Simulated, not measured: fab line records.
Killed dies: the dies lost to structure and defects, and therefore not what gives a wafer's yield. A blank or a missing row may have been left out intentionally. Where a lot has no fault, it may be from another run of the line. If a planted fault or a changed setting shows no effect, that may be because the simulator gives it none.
Chamber matching | flow gf180mcu | 4 sister chambers for GF_V3_ETCH_16 on rie diel-03
The step etches BARC in N2/H2. 8 wafers are shown with their chamber, then 10 later ones without.

== EACH WAFER AND ITS CHAMBER ==
wafer  | chamber | drypump motor current A (A) | throttle valve pct (%)
L076.3 | 2       | 6.2                         | 13.221
L079.3 | 2       | 6.2                         | 13.230
L083.6 | 0       | 5.1                         | 13.225
L086.2 | 1       | 5.1                         | 13.215
L086.4 | 3       | 6.1                         | 13.224
L086.5 | 1       | 5.1                         | 13.223
L087.1 | 0       | 5.1                         | 13.213
L087.2 | 3       | 6.0                         | 13.235

== WAFERS WITH NO CHAMBER GIVEN ==
wafer  | drypump motor current A (A) | throttle valve pct (%)
L087.3 | 6.2                         | 13.231
L087.4 | 5.1                         | 13.243
L087.5 | 5.1                         | 13.217
L087.6 | 5.1                         | 13.218
L090.1 | 6.0                         | 13.213
L090.5 | 5.1                         | 13.238
L090.6 | 6.2                         | 13.226
L094.3 | 5.1                         | 13.232
L094.4 | 6.1                         | 13.241
L094.5 | 5.1                         | 13.237

== WHICH CHAMBER EACH WENT THROUGH ==
wafer  | from the rows above     | in truth
L087.3 | 2                       | 2
L087.4 | can't be placed: 1 or 0 | 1
L087.5 | can't be placed: 0 or 1 | 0
L087.6 | can't be placed: 0 or 1 | 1
L090.1 | 3                       | 3
L090.5 | can't be placed: 1 or 0 | 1
L090.6 | 2                       | 2
L094.3 | can't be placed: 1 or 0 | 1
L094.4 | can't be placed: 3 or 2 | 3
L094.5 | can't be placed: 1 or 0 | 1
Correctly placed: 3 of 10. These rows do not allow placing 7 (true chamber among the candidates in 7). Placed wrongly: 0.
How it was worked out, from the rows above alone: a wafer's distance from a chamber is the root of the sum, over the readings, of the square of ((its reading less the chamber's mean) divided by the reading's scatter). If the next closest chamber is less than 2 further off than the closest, the wafer can't be placed; otherwise it belongs to the closest. A chamber's mean is the mean of its shown wafers. The scatter: the root of (the sum of the squares of (reading less its chamber's mean) over the shown wafers, divided by (wafers less chambers)).
